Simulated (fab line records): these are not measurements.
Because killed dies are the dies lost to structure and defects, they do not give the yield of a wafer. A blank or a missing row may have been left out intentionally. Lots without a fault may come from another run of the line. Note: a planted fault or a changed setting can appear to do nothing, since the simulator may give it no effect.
Matching of chambers + flow sky130 + 3 sister chambers for SKY_PASSIVATION_CVD_00 on pecvd-02
The step deposits SiO2, target thk 90 nm. 3 wafers are shown with their chamber, then 12 later ones without.

EACH WAFER AND ITS CHAMBER
| wafer  | chamber | heaterPowerW (W) |
|--------|---------|------------------|
| L084.2 | 2       | 724              |
| L084.5 | 0       | 636              |
| L084.6 | 1       | 637              |

WAFERS WHOSE CHAMBER IS MISSING
| wafer  | heaterPowerW (W) |
|--------|------------------|
| L086.1 | 675              |
| L086.2 | 690              |
| L086.5 | 674              |
| L090.1 | 604              |
| L090.3 | 606              |
| L090.6 | 621              |
| L093.1 | 720              |
| L093.3 | 570              |
| L093.4 | 736              |
| L097.1 | 635              |
| L097.2 | 713              |
| L097.3 | 659              |

EACH ONE'S CHAMBER
| wafer  | from the rows above          | in truth |
|--------|------------------------------|----------|
| L086.1 | can't be placed: 1 or 0 or 2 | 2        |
| L086.2 | can't be placed: 2 or 1 or 0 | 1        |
| L086.5 | can't be placed: 1 or 0 or 2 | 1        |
| L090.1 | can't be placed: 0 or 1      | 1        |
| L090.3 | can't be placed: 0 or 1      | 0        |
| L090.6 | can't be placed: 0 or 1      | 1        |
| L093.1 | 2                            | 2        |
| L093.3 | can't be placed: 0 or 1      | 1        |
| L093.4 | 2                            | 2        |
| L097.1 | can't be placed: 0 or 1      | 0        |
| L097.2 | 2                            | 2        |
| L097.3 | can't be placed: 1 or 0 or 2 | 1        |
Correct placement for 3 of the 12. Unplaceable from these rows: 9, with the true chamber sitting among the candidates in 9. Wrongly placed: 0.
How it was worked out, from the rows above alone: a wafer's distance from a chamber is the root of the sum, over the readings, of the square of ((its reading less the chamber's mean) divided by the reading's scatter). If the next closest chamber is less than 2 further off than the closest, the wafer can't be placed; otherwise it belongs to the closest. A chamber's mean is the mean of its shown wafers. The scatter (one wafer shown for each chamber): square how far every hidden wafer sits from the nearest shown wafer, average those squares and take the square root.
